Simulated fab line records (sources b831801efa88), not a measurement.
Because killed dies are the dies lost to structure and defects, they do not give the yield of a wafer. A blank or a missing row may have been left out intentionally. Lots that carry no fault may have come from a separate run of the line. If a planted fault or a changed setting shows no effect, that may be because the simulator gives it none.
Chamber matching / flow gf180mcu / cmp-02 running GF_V4_CMP_26: 4 sister chambers
The step polishes, stops on SiO2, t overpolish 15 s, target thk 0 nm. 4 wafers are shown with their chamber, then 12 later ones without.

== WAFERS PAIRED WITH THEIR CHAMBERS ==
wafer=L089.4; chamber=3; time to endpoint s (s)=88
wafer=L090.1; chamber=2; time to endpoint s (s)=96
wafer=L090.2; chamber=1; time to endpoint s (s)=95
wafer=L090.3; chamber=0; time to endpoint s (s)=85

== WAFERS WITHOUT THEIR CHAMBER ==
wafer=L091.1; time to endpoint s (s)=80
wafer=L091.3; time to endpoint s (s)=94
wafer=L091.5; time to endpoint s (s)=91
wafer=L092.3; time to endpoint s (s)=89
wafer=L092.4; time to endpoint s (s)=92
wafer=L092.5; time to endpoint s (s)=91
wafer=L093.3; time to endpoint s (s)=89
wafer=L093.4; time to endpoint s (s)=89
wafer=L093.5; time to endpoint s (s)=92
wafer=L097.2; time to endpoint s (s)=93
wafer=L097.3; time to endpoint s (s)=95
wafer=L097.5; time to endpoint s (s)=89

== EACH ONE'S CHAMBER ==
wafer=L091.1; from the rows above=can't be placed: 0 or 3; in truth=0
wafer=L091.3; from the rows above=can't be placed: 1 or 2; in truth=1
wafer=L091.5; from the rows above=can't be placed: 3 or 1 or 2 or 0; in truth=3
wafer=L092.3; from the rows above=can't be placed: 3 or 0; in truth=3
wafer=L092.4; from the rows above=can't be placed: 1 or 2 or 3 or 0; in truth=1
wafer=L092.5; from the rows above=can't be placed: 3 or 1 or 2 or 0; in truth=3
wafer=L093.3; from the rows above=can't be placed: 3 or 0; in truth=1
wafer=L093.4; from the rows above=can't be placed: 3 or 0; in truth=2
wafer=L093.5; from the rows above=can't be placed: 1 or 2 or 3 or 0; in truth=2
wafer=L097.2; from the rows above=can't be placed: 1 or 2 or 3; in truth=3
wafer=L097.3; from the rows above=can't be placed: 1 or 2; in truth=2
wafer=L097.5; from the rows above=can't be placed: 3 or 0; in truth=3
Placed correctly: 0 of 12. These rows do not allow placing 12 (true chamber among the candidates in 10). 0 placed wrongly.
How it was worked out, from the rows above alone: a wafer's distance from a chamber is the root of the sum, over the readings, of the square of ((its reading less the chamber's mean) divided by the reading's scatter). The wafer belongs to the nearest chamber; if the next one is less than 2 further off, it can't be placed. Each chamber's mean is taken over the wafers shown for it. The scatter: with one shown wafer a chamber, the root of the mean of the squares of how far each hidden wafer lies from its nearest shown one.
